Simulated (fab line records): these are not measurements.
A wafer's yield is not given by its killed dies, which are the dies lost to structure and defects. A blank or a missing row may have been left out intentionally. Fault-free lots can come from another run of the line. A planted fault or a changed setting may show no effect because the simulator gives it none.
Matching of chambers :: flow gf180mcu :: GF_V3_CMP_04 on cmp-01 has 4 sister chambers
The step polishes SiO2. 4 wafers are shown with their chamber, then 6 later ones without.

## WAFERS PAIRED WITH THEIR CHAMBERS
wafer: L860.2
chamber: 0
motor current A (A): 10.0

wafer: L860.4
chamber: 1
motor current A (A): 13.4

wafer: L861.2
chamber: 3
motor current A (A): 12.7

wafer: L861.3
chamber: 2
motor current A (A): 12.8

## WAFERS WITH NO CHAMBER GIVEN
wafer: L861.6
motor current A (A): 10.4

wafer: L867.1
motor current A (A): 12.6

wafer: L867.3
motor current A (A): 11.0

wafer: L871.3
motor current A (A): 12.8

wafer: L871.4
motor current A (A): 12.5

wafer: L871.5
motor current A (A): 12.5

## THE CHAMBER EACH PASSED THROUGH
wafer: L861.6
from the rows above: 0
in truth: 0

wafer: L867.1
from the rows above: can't be placed: 3 or 2 or 1
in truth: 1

wafer: L867.3
from the rows above: can't be placed: 0 or 3 or 2
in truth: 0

wafer: L871.3
from the rows above: can't be placed: 2 or 3 or 1
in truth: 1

wafer: L871.4
from the rows above: can't be placed: 3 or 2 or 1
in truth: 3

wafer: L871.5
from the rows above: can't be placed: 3 or 2 or 1
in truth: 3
Placed correctly: 1 of 6. Not placeable from these rows: 5 (in 5, the candidates include the true chamber). Number placed wrongly: 0.
How it was worked out, from the rows above alone: a wafer's distance from a chamber is the root of the sum, over the readings, of the square of ((its reading less the chamber's mean) divided by the reading's scatter). If the next closest chamber is less than 2 further off than the closest, the wafer can't be placed; otherwise it belongs to the closest. For every chamber, the mean is computed from those of its wafers that are shown. The scatter: root of mean squared gap, hidden wafer to nearest shown wafer, with one shown wafer a chamber.
